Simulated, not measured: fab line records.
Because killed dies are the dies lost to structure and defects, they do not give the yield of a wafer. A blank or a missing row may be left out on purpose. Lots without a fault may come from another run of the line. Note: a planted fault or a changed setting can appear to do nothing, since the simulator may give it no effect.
Which tool was responsible? -- flow sky130 -- Sampling: 12 lots, 36 wafers, 5 of 708 route steps

== WHAT EACH GAUGE READ, for each wafer ==
The record holds no reading of a measuring or inspecting step that can be judged against a usual standard deviation.

== EACH LOT AND THE TOOL THAT RAN IT (in order: tool; ch and the chambers of the sampled wafers; start) ==
lot,SKY_SONOS_ONO_STRIP_17,SKY_VIA3_CMP_02,SKY_METAL4_SPUTTER_00,SKY_METAL5_STRIP_16,SKY_PAD_OPEN_PROBE_99
L485,"plasma-asher-02 ch 1, day 12 11:01","cmp-01 ch 0,2,3, day 38 11:12","pvd-sputter-04, day 39 14:18","plasma-asher-03 ch 0,1, day 43 16:39",-
L486,"plasma-asher-02 ch 0,1, day 13 03:02","cmp-02 ch 1,2, day 38 23:58","pvd-sputter-04, day 40 02:02","plasma-asher-03 ch 0,1, day 44 03:25",-
L487,"plasma-asher-01 ch 0,1, day 13 08:04","cmp-01 ch 0,1, day 39 05:02","pvd-sputter-04, day 40 07:40","plasma-asher-03 ch 0,1, day 44 10:27",-
L490,"plasma-asher-04 ch 0, day 14 09:26","cmp-02 ch 0,1, day 40 05:14","pvd-sputter-01, day 41 08:00","plasma-asher-02 ch 0,1, day 45 08:09",-
L493,"plasma-asher-02 ch 0,1, day 15 10:11","cmp-01 ch 0,1,2, day 41 05:20","pvd-sputter-02, day 42 06:24","plasma-asher-02 ch 0,1, day 46 03:08",-
L495,"plasma-asher-02 ch 0,1, day 15 23:26","cmp-01 ch 0,2,3, day 41 12:43","pvd-sputter-01, day 42 13:55","plasma-asher-01 ch 0,1, day 46 09:26","prober-02, day 48 05:22"
L496,"plasma-asher-02 ch 0,1, day 16 08:59","cmp-02 ch 0,2,3, day 41 21:15","pvd-sputter-04, day 42 22:50","plasma-asher-03 ch 0,1, day 46 16:46","prober-01, day 48 11:27"
L503,"plasma-asher-01 ch 1, day 18 17:51","cmp-01 ch 0,2, day 43 19:19","pvd-sputter-01, day 44 20:06","plasma-asher-02 ch 0,1, day 48 08:24",-
L504,"plasma-asher-01 ch 0,1, day 19 05:29","cmp-01 ch 0,1, day 44 03:49","pvd-sputter-04, day 45 03:31","plasma-asher-02 ch 0,1, day 48 15:41",-
L505,"plasma-asher-04 ch 0,1, day 19 15:12","cmp-02 ch 1,2,3, day 44 11:17","pvd-sputter-02, day 45 11:00","plasma-asher-01 ch 0,1, day 48 20:34",-
L506,"plasma-asher-02 ch 0,1, day 19 21:36","cmp-01 ch 0,3, day 44 16:02","pvd-sputter-01, day 45 15:27","plasma-asher-03 ch 0,1, day 49 01:56",-
L507,"plasma-asher-02 ch 0,1, day 20 03:07","cmp-02 ch 0,2, day 44 23:57","pvd-sputter-04, day 45 23:01","plasma-asher-01 ch 0, day 49 06:30",-
- SKY_SONOS_ONO_STRIP_17: strips in O2/N2.
- SKY_VIA3_CMP_02: polishes SiO2.
- SKY_METAL4_SPUTTER_00: material Ti, target thk 15 nm, time 10 s.
- SKY_METAL5_STRIP_16: strips in O2/N2.
- SKY_PAD_OPEN_PROBE_99

== WHAT THE TOOLS THEMSELVES READ (means of the sampled wafers that have a number; where no wafer has one, the mark that the record gives instead) ==
SKY_SONOS_ONO_STRIP_17.
lot,tool,drypump-motor-current-A (A),o2-flow-sccm (sccm),oes-product-au (a.u.),strip-time-to-endpoint-s (s)
L485,plasma-asher-02,5.9,2992,0.714,14.07
L486,plasma-asher-02,5.7,3003,0.712,14.10
L487,plasma-asher-01,5.8,3000,0.706,14.10
L490,plasma-asher-04,5.4,2998,0.713,14.11
L493,plasma-asher-02,5.8,2998,0.711,14.12
L495,plasma-asher-02,5.7,2997,0.712,14.19
L496,plasma-asher-02,5.7,2997,0.715,14.15
L503,plasma-asher-01,5.6,3004,0.709,14.09
L504,plasma-asher-01,5.9,2998,0.707,14.17
L505,plasma-asher-04,5.8,2999,0.705,14.13
L506,plasma-asher-02,5.8,3005,0.707,14.21
L507,plasma-asher-02,5.8,3001,0.714,14.15

SKY_VIA3_CMP_02.
lot,tool,motor-current-A (A),retaining-ring-pressure-frac
L485,cmp-01,11.0,1.002
L486,cmp-02,11.4,0.998
L487,cmp-01,12.2,1.000
L490,cmp-02,12.5,1.001
L493,cmp-01,10.8,1.004
L495,cmp-01,11.1,0.996
L496,cmp-02,11.9,1.003
L503,cmp-01,10.9,1.000
L504,cmp-01,11.5,1.001
L505,cmp-02,12.4,0.995
L506,cmp-01,11.2,0.996
L507,cmp-02,11.8,1.002

SKY_METAL4_SPUTTER_00.
lot,tool,chamber-pressure-pa (Pa),throttle-valve-pct (%)
L485,pvd-sputter-04,0.3997,29.4
L486,pvd-sputter-04,0.3996,29.4
L487,pvd-sputter-04,0.4008,29.6
L490,pvd-sputter-01,0.4009,29.3
L493,pvd-sputter-02,0.4004,30.4
L495,pvd-sputter-01,0.4000,30.3
L496,pvd-sputter-04,0.3999,29.3
L503,pvd-sputter-01,0.4001,30.4
L504,pvd-sputter-04,0.3999,29.3
L505,pvd-sputter-02,0.3995,30.6
L506,pvd-sputter-01,0.4001,28.9
L507,pvd-sputter-04,0.3995,28.8

SKY_METAL5_STRIP_16.
lot,tool,drypump-motor-current-A (A),o2-flow-sccm (sccm),oes-product-au (a.u.),strip-time-to-endpoint-s (s)
L485,plasma-asher-03,6.4,2987,0.710,13.20
L486,plasma-asher-03,6.4,3002,0.710,13.22
L487,plasma-asher-03,6.4,3002,0.713,12.98
L490,plasma-asher-02,5.8,2996,0.714,13.06
L493,plasma-asher-02,5.6,3001,0.708,13.20
L495,plasma-asher-01,5.7,2993,0.710,12.99
L496,plasma-asher-03,6.4,2997,0.711,13.08
L503,plasma-asher-02,5.8,2995,0.710,13.10
L504,plasma-asher-02,5.8,3003,0.714,13.19
L505,plasma-asher-01,5.9,3003,0.713,13.11
L506,plasma-asher-03,6.4,3001,0.711,13.16
L507,plasma-asher-01,6.0,3005,0.711,13.05

SKY_PAD_OPEN_PROBE_99.
lot,tool,killed_at_M0_to_M3,killed_at_M4_up,killed-at-contacts,killed-at-front-end,killed-at-other,killed-dies,killed-open,killed-short
L495,prober-02,39,2.3,21,40,0.3,103,43,33
L496,prober-01,48,4.0,17,41,0.3,111,46,41

== THE ANSWER, worked out from the rows above alone ==
Rule: what is usual is taken from the lots themselves. Put in order of their means at a reading, lots are off if they are a third of the lots or fewer, leave a main group of 4 or more, and stand apart from it by a gap of 3 or more times the standard deviation of the main group's means; of several such gaps the widest counts. If all means in a main group match to the digits the tables above print for the reading, that group is not used. Also off: a lot with no number at a reading for which 4 or more lots have one. The other lots that the step has rows for count as sound. First the gauges in route order, then the tools' own readings, where a lot's mean is used as printed above. At the first step where some lot is off, the reading lying furthest off is the one used; lots without a number count as furthest.
None of the lots is off at any reading shown; this tells nothing.

== WHAT HAD BEEN PUT IN BY THE SIMULATOR ==
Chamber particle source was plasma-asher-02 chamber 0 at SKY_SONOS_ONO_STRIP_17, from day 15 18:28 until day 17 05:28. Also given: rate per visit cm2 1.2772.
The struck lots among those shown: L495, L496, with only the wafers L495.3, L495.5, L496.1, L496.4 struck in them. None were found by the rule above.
